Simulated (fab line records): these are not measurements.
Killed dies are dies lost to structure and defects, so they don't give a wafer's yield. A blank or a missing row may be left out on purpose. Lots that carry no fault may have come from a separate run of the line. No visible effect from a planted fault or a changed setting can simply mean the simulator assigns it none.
fab line records	flow sky130
record: lots: 12	wafers: 36	last_day: 49
route steps=708 shown FIELD_ISO@14 VT_ADJUST_LVTN@106 SD_N@348 LI_CONTACT@376 PAD_OPEN@708
lots that met no fault: from a run of the same line without faults
start_h: hours from the record's opening day to when the first of the lot's shown wafers began	wait_h: hours from the lot's prior step to this one	" unchanged from the row above	L1.1+2: several wafers, shown together as one row	- value missing, or start not given	* or withheld: withheld	< > ~ a bound
route shown NAME@n: names a module that has steps shown in the file, with the first one's number in the route	usual: average and standard deviation across the fault-free wafers	same: alike in all rows	chamber/n: place in a boat	sites: readings site by site	_std_site: the values' standard deviation	_edge_site: outer sites' mean less inner sites'	radius_mm: for every site, how far away it sits from the centre of the wafer	mask NAME#n: copy n	behind: the most recent tool/chamber to have shaped the wafer	hold: the reason the lot was held/the length of the hold in hours/how it ended	device: transistor that didn't switch, given as n, p or np	end of line: tests of these same wafers at the route's end	a step given without rows: its recipe and nothing more	killed: not the wafer's yield, but the dies lost to structure and defects at the first sort	map: per-die view of a wafer (x killed, . not killed, _ where there is no die)
set.NAME: the setting that was run; set.NAME@STEP: the one run at that earlier step	model.NAME: the simulator's own value behind a step, which no gauge read
a sample of lots followed through the steps of the route, with each step as a table and each wafer as a row
services: the hour from which a tool's chamber was out of use, counted from the record's first day as start_h (under 0 if before that day), plus the number of hours and why
== steps ==
step: SKY_FIELD_ISO_CD_MEAS_13
recipe: target_cd_nm: 150
usual: cd_nm: 150.5/1.7
lot.wafer	tool	chamber	start_h	wait_h	cd_nm
L337.1	cd_sem-02	-	30.20	-	150.0
L337.4	"	-	"	"	149.8
L337.6	"	-	"	"	151.3
L339.1	cd_sem-01	-	40.20	-	150.2
L339.3	"	-	"	"	150.3
L339.6	"	-	"	"	149.8
L340.1	cd_sem-02	-	43.50	-	150.6
L340.3	"	-	"	"	150.7
L340.5	"	-	"	"	151.4
L341.2	cd_sem-02	-	50.67	-	151.0
L341.3	"	-	"	"	149.3
L341.4	"	-	"	"	150.8
L342.2	cd_sem-01	-	54.42	-	152.8
L342.3	"	-	"	"	153.8
L342.6	"	-	"	"	153.0
L345.1	cd_sem-02	-	69.94	-	150.7
L345.3	"	-	"	"	150.2
L345.4	"	-	"	"	149.4
L346.2	cd_sem-02	-	75.57	-	149.7
L346.4	"	-	"	"	149.7
L346.6	"	-	"	"	149.4
L347.2	cd_sem-02	-	80.33	-	148.9
L347.3	"	-	"	"	149.9
L347.5	"	-	"	"	148.4
L348.2	cd_sem-01	-	88.06	-	149.0
L348.4	"	-	"	"	151.1
L348.5	"	-	"	"	151.5
L349.2	cd_sem-02	-	91.01	-	153.4
L349.3	"	-	"	"	152.2
L349.6	"	-	"	"	151.1
L351.1	cd_sem-02	-	101.89	-	148.6
L351.2	"	-	"	"	150.2
L351.6	"	-	"	"	149.9
L356.2	cd_sem-01	-	128.76	-	154.6
L356.3	"	-	"	"	155.9
L356.5	"	-	"	"	154.7
step: SKY_VT_ADJUST_LVTN_STRIP_09
recipe: chemistry: O2/N2	power_w: 1400	pressure_mtorr: 1500	platen_temp_c: withheld	o2_flow_sccm: 3000	n2_flow_sccm: 300	overash_fraction: 0.5
usual: drypump_motor_current_A: 6.14/0.19	oes_product_au: 0.723/0.0045	strip_time_to_endpoint_s: 36.93/0.099
lot.wafer	tool	chamber	start_h	wait_h	drypump_motor_current_A	oes_product_au	rf_hours_counter_h	strip_time_to_endpoint_s
L337.1	plasma_asher-01	0	142.48	0.1	5.84	0.727	35	37.06
L337.4	"	0	"	"	5.83	0.725	-	37.01
L337.6	"	1	"	"	6.40	0.725	-	36.98
L339.1	plasma_asher-04	1	153.35	0.1	6.23	0.720	3	37.05
L339.3	"	1	"	"	6.22	0.719	-	37.00
L339.6	"	1	"	"	6.25	0.727	-	36.88
L340.1	plasma_asher-01	0	158.30	0.1	5.82	0.726	36	37.08
L340.3	"	1	"	"	6.37	0.712	-	37.03
L340.5	"	0	"	"	5.84	0.722	-	36.99
L341.2	plasma_asher-03	1	167.95	0.1	6.17	0.723	47	36.92
L341.3	"	0	"	"	5.97	0.718	-	36.85
L341.4	"	1	"	"	6.15	0.736	-	36.85
L342.2	plasma_asher-04	0	174.23	0.1	6.35	0.726	6	36.66
L342.3	"	1	"	"	6.20	0.719	-	36.78
L342.6	"	0	"	"	6.36	0.716	-	36.83
L345.1	plasma_asher-01	1	190.80	0.1	6.38	0.728	39	36.90
L345.3	"	1	"	"	6.39	0.724	-	36.94
L345.4	"	0	"	"	5.85	0.729	-	36.86
L346.2	plasma_asher-04	1	200.10	0.1	6.25	0.727	8	36.93
L346.4	"	1	"	"	6.21	0.722	-	36.87
L346.6	"	0	"	"	6.38	0.727	-	36.81
L347.2	plasma_asher-04	1	207.40	0.1	6.25	0.720	9	37.02
L347.3	"	1	"	"	6.26	0.721	-	36.90
L347.5	"	0	"	"	6.34	0.721	-	36.94
L348.2	plasma_asher-04	1	214.08	0.1	6.26	0.718	9	36.95
L348.4	"	1	"	"	6.23	0.723	-	36.98
L348.5	"	1	"	"	6.22	0.716	-	36.94
L349.2	plasma_asher-01	1	219.43	0.1	6.38	0.721	42	37.02
L349.3	"	1	"	"	6.37	0.721	-	37.01
L349.6	"	0	"	"	5.82	0.720	-	36.96
L351.1	plasma_asher-01	1	234.03	0.1	6.40	0.722	44	36.90
L351.2	"	0	"	"	5.85	0.722	44	36.90
L351.6	"	1	"	"	6.38	0.714	-	36.93
L356.2	plasma_asher-03	0	268.50	0.1	5.97	0.720	57	36.87
L356.3	"	0	"	"	5.96	0.729	-	36.73
L356.5	"	0	"	"	5.98	0.726	-	36.88
step: SKY_SD_N_DEVELOP_06
recipe: resist: NOVOLAK	developer: TMAH	develop_time_s: 60	dev_temp_c: 23
lot.wafer	tool	chamber	start_h	wait_h
L337.1+4+6	litho_track-02	0	644.01	0.1
L339.1+3+6	litho_track-02	0	657.41	0.1
L340.1+3+5	litho_track-02	0	661.01	0.1
L341.2+3+4	litho_track-02	0	678.53	0.1
L342.2+3+6	litho_track-03	0	687.27	0.1
L345.1+3+4	litho_track-01	0	709.39	0.1
L346.2+4+6	litho_track-03	0	722.32	0.1
L347.2+3+5	litho_track-02	0	731.63	0.1
L348.2+4+5	litho_track-02	0	737.78	0.1
L349.2+3+6	litho_track-02	0	744.08	0.1
L351.1+2+6	litho_track-03	0	766.30	0.1
L356.2+3+5	litho_track-03	0	802.97	0.1
step: SKY_SD_N_TW_MEAS_12
usual: SD_N_TW: 4003/33
lot.wafer	tool	chamber	start_h	wait_h	hold	SD_N_TW
L337.1	film_metro-04	-	644.71	0.1	-	4061
L337.4	"	-	"	"	-	4053
L337.6	"	-	"	"	-	4062
L339.1	film_metro-04	-	658.11	0.1	-	4031
L339.3	"	-	"	"	-	4027
L339.6	"	-	"	"	-	4041
L340.1	film_metro-04	-	661.71	0.1	-	4029
L340.3	"	-	"	"	-	4050
L340.5	"	-	"	"	-	4036
L341.2	film_metro-02	-	679.22	0.1	-	3956
L341.3	"	-	"	"	-	3945
L341.4	"	-	"	"	-	3951
L342.2	film_metro-02	-	687.96	0.1	-	3988
L342.3	"	-	"	"	-	3975
L342.6	"	-	"	"	-	3970
L345.1	film_metro-02	-	710.10	0.1	-	3979
L345.3	"	-	"	"	-	3988
L345.4	"	-	"	"	-	3977
L346.2	film_metro-02	-	723.01	0.1	-	3968
L346.4	"	-	"	"	-	3974
L346.6	"	-	"	"	-	3972
L347.2	film_metro-04	-	732.32	0.1	-	4047
L347.3	"	-	"	"	-	4070
L347.5	"	-	"	"	-	4047
L348.2	film_metro-03	-	738.47	0.1	-	4011
L348.4	"	-	"	"	-	4012
L348.5	"	-	"	"	-	4009
L349.2	film_metro-03	-	744.77	0.1	-	3991
L349.3	"	-	"	"	-	3990
L349.6	"	-	"	"	-	3982
L351.1	film_metro-04	-	767.00	0.1	-	4032
L351.2	"	-	"	"	-	4020
L351.6	"	-	"	"	-	4019
L356.2	film_metro-03	-	805.87	0.1	await_dispo/0.2h/release	3998
L356.3	"	-	"	"	await_dispo/0.2h/release	30
L356.5	"	-	"	"	await_dispo/0.2h/release	3981
L356.2	film_metro-03	-	806.11	0.2	-	3990
L356.3	"	-	"	"	-	30
L356.5	"	-	"	"	-	3969
step: SKY_LI_CONTACT_ETCH_14
recipe: chemistry: N2/H2	target: BARC	ion_energy_ev: 200	source_w: 500	bias_w: 100	pressure_mtorr: 30	n2_flow_sccm: 100	h2_flow_sccm: 200	stop_on: SiO2	time_s: 45.9	target_depth_a: 600
usual: drypump_motor_current_A: 5.7/0.48	oes_product_au: 0.854/0.0048	throttle_valve_pct: 13.228/0.0088
lot.wafer	tool	chamber	start_h	wait_h	drypump_motor_current_A	oes_product_au	rf_hours_counter_h	throttle_valve_pct
L337.1	rie_diel-01	0	674.61	0.0	6.4	0.858	13	13.237
L337.4	"	1	"	"	5.9	0.853	-	13.213
L337.6	"	0	"	"	6.4	0.848	-	13.231
L339.1	rie_diel-04	1	686.56	0.0	5.9	0.849	13	13.230
L339.3	"	2	"	"	6.0	0.866	2	13.236
L339.6	"	0	"	"	4.9	0.857	-	13.219
L340.1	rie_diel-01	0	690.66	0.0	6.4	0.854	13	13.242
L340.3	"	3	"	"	4.9	0.851	8	13.223
L340.5	"	0	"	"	6.4	0.852	-	13.227
L341.2	rie_diel-01	1	707.41	0.0	5.9	0.856	18	13.220
L341.3	"	3	"	"	4.9	0.853	8	13.226
L341.4	"	2	"	"	5.6	0.862	8	13.231
L342.2	rie_diel-03	1	717.36	0.0	6.3	0.858	8	13.220
L342.3	"	2	"	"	5.5	0.854	4	13.245
L342.6	"	3	"	"	5.5	0.853	-	13.222
L345.1	rie_diel-04	0	739.01	0.0	5.0	0.861	7	13.239
L345.3	"	2	"	"	6.0	0.857	3	13.228
L345.4	"	3	"	"	5.8	0.852	-	13.208
L346.2	rie_diel-01	1	751.41	0.0	5.9	0.854	19	13.217
L346.4	"	1	"	"	5.9	0.849	-	13.242
L346.6	"	2	"	"	5.6	0.865	-	13.221
L347.2	rie_diel-03	2	760.76	0.0	5.5	0.858	5	13.237
L347.3	"	3	"	"	5.5	0.846	20	13.219
L347.5	"	0	"	"	6.1	0.862	-	13.224
L348.2	rie_diel-04	1	767.22	0.0	5.9	0.861	14	13.229
L348.4	"	3	"	"	5.8	0.856	0	13.218
L348.5	"	2	"	"	6.0	0.843	-	13.218
L349.2	rie_diel-04	1	773.11	0.0	5.9	0.855	15	13.210
L349.3	"	2	"	"	6.0	0.853	4	13.235
L349.6	"	0	"	"	5.0	0.863	-	13.231
L351.1	rie_diel-01	3	795.06	0.0	4.9	0.854	11	13.220
L351.2	"	0	"	"	6.4	0.857	17	13.229
L351.6	"	1	"	"	5.9	0.852	-	13.218
L356.2	rie_diel-03	2	831.22	0.0	5.5	0.852	6	13.237
L356.3	"	1	"	"	6.3	0.859	10	13.246
L356.5	"	1	"	"	6.4	0.859	-	13.220
step: SKY_PAD_OPEN_PROBE_99
usual: killed_at_M0_to_M3: 44/6.8	killed_at_M4_up: 3.2/1.7	killed_at_contacts: 24/4.9	killed_at_front_end: 14/4.1	killed_at_other: 0.2/0.51	killed_dies: 85/8.7	killed_on_rim: 16/4	killed_open: 46/6.8	killed_short: 39/6.1
same: gross_dies: 492	killed_at_back_side: 0
lot.wafer	tool	chamber	start_h	wait_h	hold	killed_at_M0_to_M3	killed_at_M4_up	killed_at_contacts	killed_at_front_end	killed_at_other	killed_dies	killed_on_rim	killed_open	killed_short
L337.1	prober-02	-	1075.81	0.1	-	41	3	24	12	0	80	12	45	35
L337.4	prober-02	-	1075.96	0.2	-	47	4	30	7	0	88	19	48	40
L337.6	prober-02	-	1076.06	0.2	-	41	3	26	11	0	81	20	46	35
L339.1	prober-02	-	1081.83	0.1	-	39	2	23	12	0	76	14	42	34
L339.3	prober-02	-	1081.93	0.2	-	31	5	33	10	0	79	14	42	37
L339.6	prober-02	-	1082.08	0.2	-	47	2	23	17	0	89	20	45	44
L340.1	prober-01	-	1084.32	0.1	-	34	2	17	23	0	76	16	39	37
L340.3	prober-01	-	1084.42	0.2	-	43	5	29	17	0	94	14	53	41
L340.5	prober-01	-	1084.52	0.2	-	33	5	25	16	0	79	17	44	35
L341.2	prober-02	-	1098.64	0.1	-	34	4	28	12	0	78	19	42	36
L341.3	prober-02	-	1098.69	0.2	-	40	2	24	18	0	84	16	39	45
L341.4	prober-02	-	1098.74	0.2	-	54	5	27	20	1	107	26	64	43
L342.2	prober-01	-	1104.54	0.1	-	62	4	23	8	1	98	27	60	38
L342.3	prober-01	-	1104.59	0.2	-	51	1	26	9	1	88	19	50	38
L342.6	prober-01	-	1104.74	0.2	-	43	3	19	13	0	78	14	36	42
L345.1	prober-02	-	1129.93	0.1	-	47	5	24	10	0	86	16	56	30
L345.3	prober-02	-	1130.03	0.2	-	45	3	21	14	2	85	16	37	48
L345.4	prober-02	-	1130.08	0.2	-	46	4	15	15	0	80	18	47	33
L346.2	prober-01	-	1131.59	0.1	-	39	3	27	13	0	82	11	43	39
L346.4	prober-01	-	1131.69	0.2	-	29	2	19	12	0	62	10	38	24
L346.6	prober-01	-	1131.79	0.2	-	39	3	23	9	0	74	15	38	36
L347.2	prober-02	-	1137.76	0.1	-	41	7	20	8	0	76	10	42	34
L347.3	prober-02	-	1137.81	0.2	-	50	2	19	12	0	83	16	53	30
L347.5	prober-02	-	1137.91	0.2	-	43	2	33	15	0	93	17	54	39
L348.2	prober-01	-	1142.62	0.1	-	50	2	22	10	1	85	11	47	38
L348.4	prober-01	-	1142.72	0.2	-	46	4	25	13	0	88	16	47	41
L348.5	prober-01	-	1142.77	0.2	-	42	2	24	12	0	80	11	41	39
L349.2	prober-02	-	1144.71	0.1	-	51	6	28	9	1	95	12	54	41
L349.3	prober-02	-	1144.76	0.2	-	40	2	22	17	0	81	19	44	37
L349.6	prober-02	-	1144.91	0.2	-	41	4	20	14	1	80	12	53	27
L351.1	prober-02	-	1168.22	0.1	-	49	5	27	23	0	104	21	53	51
L351.2	prober-02	-	1168.27	0.1	-	48	4	30	13	0	95	26	46	49
L351.6	prober-02	-	1168.47	0.2	-	48	4	27	18	0	97	16	51	46
L356.2	prober-02	-	1184.46	0.1	await_dispo/4.4h/release	46	0	25	11	0	82	17	30	52
L356.3	prober-02	-	1184.51	0.2	await_dispo/4.4h/release	43	0	22	427	0	492	96	48	32
L356.5	prober-02	-	1184.61	0.2	await_dispo/4.4h/release	50	2	22	12	1	87	15	46	41
killed by level:class
L337.1 CONTACT:geometric_particle:open=11 VIA1:geometric_particle:open=10 VIA1:geometric_particle:short=7 VIA3:geometric_particle:open=6 POLY_GATE:geometric_particle:open=5 LOCAL_INTERCONNECT:geometric_particle:short=4 CONTACT:geometric_particle:short=4 METAL2:geometric_particle:short=4
L337.4 VIA1:geometric_particle:open=10 VIA2:geometric_particle:open=9 LI_CONTACT:geometric_particle:open=8 CONTACT:geometric_particle:open=7 METAL2:geometric_particle:short=6 LI_CONTACT:geometric_particle:short=5 CONTACT:geometric_particle:short=5 VIA3:geometric_particle:short=5
L337.6 CONTACT:geometric_particle:open=13 VIA1:geometric_particle:open=12 VIA3:geometric_particle:open=8 VIA2:geometric_particle:short=7 POLY_GATE:geometric_particle:open=6 LOCAL_INTERCONNECT:geometric_particle:short=6 LI_CONTACT:geometric_particle:open=5 VIA1:geometric_particle:short=4
L339.1 VIA2:geometric_particle:open=9 CONTACT:geometric_particle:open=7 VIA1:geometric_particle:open=7 LOCAL_INTERCONNECT:geometric_particle:short=6 VIA2:geometric_particle:short=6 VIA3:geometric_particle:open=5 LI_CONTACT:geometric_particle:open=5 FIELD_ISO:geometric_particle:short=4
L339.3 CONTACT:geometric_particle:open=14 VIA1:geometric_particle:open=10 CONTACT:geometric_particle:short=7 LOCAL_INTERCONNECT:geometric_particle:short=5 METAL2:geometric_particle:short=5 FIELD_ISO:geometric_particle:open=4 LI_CONTACT:geometric_particle:open=4 METAL1:geometric_particle:short=3
L339.6 VIA2:geometric_particle:open=10 METAL3:geometric_particle:short=7 VIA1:geometric_particle:open=6 CONTACT:geometric_particle:open=6 METAL1:geometric_particle:short=6 VIA3:geometric_particle:open=6 CONTACT:geometric_particle:short=5 FIELD_ISO:geometric_particle:open=4
L340.1 POLY_GATE:geometric_particle:short=7 CONTACT:geometric_particle:open=6 VIA1:geometric_particle:open=6 LOCAL_INTERCONNECT:geometric_particle:short=5 POLY_GATE:geometric_particle:open=5 VIA2:geometric_particle:open=5 VIA3:geometric_particle:open=5 VIA3:geometric_particle:short=5
L340.3 VIA1:geometric_particle:open=13 CONTACT:geometric_particle:open=10 VIA3:geometric_particle:open=10 CONTACT:geometric_particle:short=8 FIELD_ISO:geometric_particle:open=7 LI_CONTACT:geometric_particle:open=6 METAL2:geometric_particle:short=6 FIELD_ISO:geometric_particle:short=5
L340.5 CONTACT:geometric_particle:open=9 VIA2:geometric_particle:open=7 LI_CONTACT:geometric_particle:open=6 VIA1:geometric_particle:open=6 FIELD_ISO:geometric_particle:open=5 METAL2:geometric_particle:short=5 LI_CONTACT:geometric_particle:short=4 VIA1:geometric_particle:short=4
L341.2 LI_CONTACT:geometric_particle:open=12 VIA1:geometric_particle:open=6 LOCAL_INTERCONNECT:geometric_particle:short=5 CONTACT:geometric_particle:open=5 VIA2:geometric_particle:short=5 VIA2:geometric_particle:open=5 FIELD_ISO:geometric_particle:short=4 VIA1:geometric_particle:short=4
L341.3 CONTACT:geometric_particle:open=9 FIELD_ISO:geometric_particle:open=5 LI_CONTACT:geometric_particle:open=5 CONTACT:geometric_particle:short=5 METAL1:geometric_particle:short=5 VIA1:geometric_particle:short=5 VIA1:geometric_particle:open=5 METAL2:geometric_particle:short=5
L341.4 VIA3:geometric_particle:open=11 CONTACT:geometric_particle:open=11 VIA1:geometric_particle:open=10 VIA2:geometric_particle:open=9 VIA1:geometric_particle:short=8 FIELD_ISO:geometric_particle:open=7 LI_CONTACT:geometric_particle:open=7 METAL2:geometric_particle:short=7
L342.2 VIA1:geometric_particle:open=14 VIA3:geometric_particle:open=11 LI_CONTACT:geometric_particle:open=9 VIA2:geometric_particle:open=9 METAL1:geometric_particle:short=8 CONTACT:geometric_particle:open=7 VIA3:geometric_particle:short=5 FIELD_ISO:geometric_particle:short=3
L342.3 VIA1:geometric_particle:open=16 CONTACT:geometric_particle:open=10 METAL1:geometric_particle:short=7 CONTACT:geometric_particle:short=6 METAL2:geometric_particle:short=6 VIA3:geometric_particle:open=6 LI_CONTACT:geometric_particle:short=5 VIA2:geometric_particle:short=4
L342.6 METAL1:geometric_particle:short=6 VIA3:geometric_particle:short=5 LI_CONTACT:geometric_particle:short=5 LI_CONTACT:geometric_particle:open=5 CONTACT:geometric_particle:open=5 VIA1:geometric_particle:short=5 VIA3:geometric_particle:open=5 METAL2:geometric_particle:short=5
L345.1 CONTACT:geometric_particle:open=14 VIA1:geometric_particle:open=10 VIA2:geometric_particle:open=10 VIA1:geometric_particle:short=7 VIA3:geometric_particle:open=5 FIELD_ISO:geometric_particle:short=4 LI_CONTACT:geometric_particle:open=4 METAL2:geometric_particle:short=4
L345.3 VIA1:geometric_particle:open=11 FIELD_ISO:geometric_particle:short=7 CONTACT:geometric_particle:short=7 LI_CONTACT:geometric_particle:open=6 CONTACT:geometric_particle:open=6 METAL2:geometric_particle:short=6 METAL3:geometric_particle:short=6 VIA3:geometric_particle:open=6
L345.4 VIA1:geometric_particle:open=16 POLY_GATE:geometric_particle:short=6 CONTACT:geometric_particle:open=6 VIA2:geometric_particle:open=6 VIA3:geometric_particle:open=5 VIA1:geometric_particle:short=5 FIELD_ISO:geometric_particle:open=4 VIA2:geometric_particle:short=4
L346.2 CONTACT:geometric_particle:open=10 VIA2:geometric_particle:open=8 VIA1:geometric_particle:open=6 FIELD_ISO:geometric_particle:open=5 VIA3:geometric_particle:open=5 LOCAL_INTERCONNECT:geometric_particle:short=5 CONTACT:geometric_particle:short=5 LI_CONTACT:geometric_particle:open=4
L346.4 VIA3:geometric_particle:open=8 METAL2:geometric_particle:short=6 LI_CONTACT:geometric_particle:open=5 CONTACT:geometric_particle:open=5 VIA2:geometric_particle:open=4 POLY_GATE:geometric_particle:open=3 LI_CONTACT:geometric_particle:short=3 VIA1:geometric_particle:open=3
L346.6 VIA1:geometric_particle:open=11 CONTACT:geometric_particle:open=9 METAL2:geometric_particle:short=6 LI_CONTACT:geometric_particle:open=5 VIA1:geometric_particle:short=5 POLY_GATE:geometric_particle:open=4 LI_CONTACT:geometric_particle:short=4 CONTACT:geometric_particle:short=4
L347.2 CONTACT:geometric_particle:open=8 VIA1:geometric_particle:open=8 METAL2:geometric_particle:short=7 FIELD_ISO:geometric_particle:open=6 METAL1:geometric_particle:short=6 VIA3:geometric_particle:open=6 METAL4:geometric_particle:short=5 METAL3:geometric_particle:short=5
L347.3 VIA2:geometric_particle:open=13 LI_CONTACT:geometric_particle:open=11 VIA1:geometric_particle:open=11 FIELD_ISO:geometric_particle:open=6 METAL2:geometric_particle:short=6 VIA3:geometric_particle:open=6 VIA1:geometric_particle:short=5 METAL1:geometric_particle:short=4
L347.5 VIA1:geometric_particle:open=13 CONTACT:geometric_particle:open=12 LI_CONTACT:geometric_particle:open=9 CONTACT:geometric_particle:short=7 POLY_GATE:geometric_particle:open=6 METAL1:geometric_particle:short=6 VIA2:geometric_particle:short=5 METAL2:geometric_particle:short=5
L348.2 VIA1:geometric_particle:open=15 CONTACT:geometric_particle:open=8 VIA3:geometric_particle:open=8 VIA1:geometric_particle:short=7 FIELD_ISO:geometric_particle:open=6 LI_CONTACT:geometric_particle:open=5 CONTACT:geometric_particle:short=4 METAL2:geometric_particle:short=4
L348.4 CONTACT:geometric_particle:open=10 VIA1:geometric_particle:short=9 LI_CONTACT:geometric_particle:open=7 VIA1:geometric_particle:open=7 VIA2:geometric_particle:open=7 LOCAL_INTERCONNECT:geometric_particle:short=6 VIA3:geometric_particle:open=5 FIELD_ISO:geometric_particle:short=4
L348.5 CONTACT:geometric_particle:open=8 VIA1:geometric_particle:open=8 VIA1:geometric_particle:short=7 LOCAL_INTERCONNECT:geometric_particle:short=6 VIA2:geometric_particle:open=6 FIELD_ISO:geometric_particle:open=5 LI_CONTACT:geometric_particle:open=4 CONTACT:geometric_particle:short=4
L349.2 VIA1:geometric_particle:open=19 LI_CONTACT:geometric_particle:open=8 CONTACT:geometric_particle:open=8 METAL1:geometric_particle:short=6 VIA2:geometric_particle:open=6 METAL2:geometric_particle:short=5 LOCAL_INTERCONNECT:geometric_particle:short=4 CONTACT:geometric_particle:short=4
L349.3 VIA1:geometric_particle:open=11 CONTACT:geometric_particle:open=9 FIELD_ISO:geometric_particle:short=6 METAL2:geometric_particle:short=6 VIA1:geometric_particle:short=5 VIA2:geometric_particle:open=5 FIELD_ISO:geometric_particle:open=4 CONTACT:geometric_particle:short=4
L349.6 VIA3:geometric_particle:open=12 CONTACT:geometric_particle:open=10 VIA1:geometric_particle:open=7 LI_CONTACT:geometric_particle:open=5 VIA2:geometric_particle:open=5 METAL1:geometric_particle:short=4 METAL2:geometric_particle:short=4 POLY_GATE:geometric_particle:open=3
L351.1 CONTACT:geometric_particle:open=12 VIA1:geometric_particle:open=10 FIELD_ISO:geometric_particle:short=9 VIA3:geometric_particle:open=7 FIELD_ISO:geometric_particle:open=6 METAL2:geometric_particle:short=6 VIA1:geometric_particle:short=6 METAL3:geometric_particle:short=6
L351.2 METAL1:geometric_particle:short=11 LI_CONTACT:geometric_particle:open=9 CONTACT:geometric_particle:open=9 VIA1:geometric_particle:open=9 METAL2:geometric_particle:short=9 CONTACT:geometric_particle:short=6 FIELD_ISO:geometric_particle:open=4 VIA2:geometric_particle:open=4
L351.6 CONTACT:geometric_particle:open=11 METAL2:geometric_particle:short=8 VIA1:geometric_particle:open=7 VIA3:geometric_particle:open=7 FIELD_ISO:geometric_particle:open=6 LI_CONTACT:geometric_particle:open=6 CONTACT:geometric_particle:short=5 METAL1:geometric_particle:short=5
L356.2 CONTACT:geometric_particle:short=9 METAL2:geometric_particle:short=7 VIA1:geometric_particle:short=7 METAL3:geometric_particle:short=7 CONTACT:geometric_particle:open=6 METAL1:geometric_particle:short=6 LI_CONTACT:geometric_particle:open=5 VIA3:geometric_particle:open=5
L356.3 SD_N:area_develop=412 CONTACT:geometric_particle:open=10 VIA2:geometric_particle:open=9 LI_CONTACT:geometric_particle:open=7 VIA1:geometric_particle:open=7 VIA3:geometric_particle:open=6 METAL1:geometric_particle:short=5 FIELD_ISO:geometric_particle:short=4
L356.5 VIA1:geometric_particle:open=15 CONTACT:geometric_particle:open=8 LI_CONTACT:geometric_particle:open=7 METAL1:geometric_particle:short=6 VIA1:geometric_particle:short=6 METAL2:geometric_particle:short=6 FIELD_ISO:geometric_particle:open=4 POLY_GATE:geometric_particle:short=4
== services ==
tool	chamber	start_h	hours	kind
rie_diel-01	3	159.94	10.9	repair
plasma_asher-04	-	179.25	1.2	repair
rie_diel-01	1	196.10	11.8	repair
rie_diel-01	-	266.33	0.6	repair
rie_diel-01	3	414.32	2.3	repair
plasma_asher-04	-	477.69	2.8	pm
rie_diel-01	2	510.06	13.7	repair
plasma_asher-01	-	511.22	2.0	repair
plasma_asher-04	-	542.33	2.1	repair
rie_diel-01	-	570.47	14.6	pm
plasma_asher-04	-	588.81	0.4	repair
rie_diel-01	-	591.83	0.2	repair
rie_diel-01	-	611.77	0.6	repair
rie_diel-01	2	634.57	40.5	repair
rie_diel-01	-	644.80	2.8	pm
rie_diel-01	2	696.69	9.1	repair
rie_diel-01	1	698.34	2.0	repair
rie_diel-01	0	748.85	11.4	repair
rie_diel-01	2	751.81	3.0	repair
rie_diel-01	2	762.22	52.3	repair
rie_diel-01	3	772.81	12.5	repair
rie_diel-01	0	775.66	3.3	repair
rie_diel-01	0	798.87	4.5	repair
rie_diel-01	1	807.07	13.0	repair
== key ==
first_sign: step: SKY_SD_N_TW_MEAS_12	reading: visit	direction: added
effect: step: SKY_SD_N_TW_MEAS_12	reading: SD_N_TW	direction: down	sigmas: 99+	usual: 4003	struck: 30
effect: step: SKY_PAD_OPEN_PROBE_99	reading: killed_at_front_end	direction: up	sigmas: 99+	usual: 14	struck: 427
more_kills_born_at: SKY_SD_N_DEVELOP_06@litho_track-03: 412
met_at SKY_SD_N_DEVELOP_06
struck_lots L356
struck_wafers L356.3
tester_left_out L356
not_acting_at SKY_FIELD_ISO_CD_MEAS_13,SKY_VT_ADJUST_LVTN_STRIP_09,SKY_LI_CONTACT_ETCH_14
onset_between 766.30 802.97
fault: kind: process_parameter_drift	tool: litho_track-03	chamber: -	onset_h: 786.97	steps: SKY_SD_N_DEVELOP_06	channel: develop_time_s	offset: *	shape: step	end_h: 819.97	scope: struck_wafers_only	acts_in: *	stated: *
tester_left_out: of these lots the tester's yield and bins aren't shown, on N5 and GAA mostly nor the transistor test; their killed dies are dies lost to structure and defects alone, not to doping, threshold or leakage, so they don't give the yield
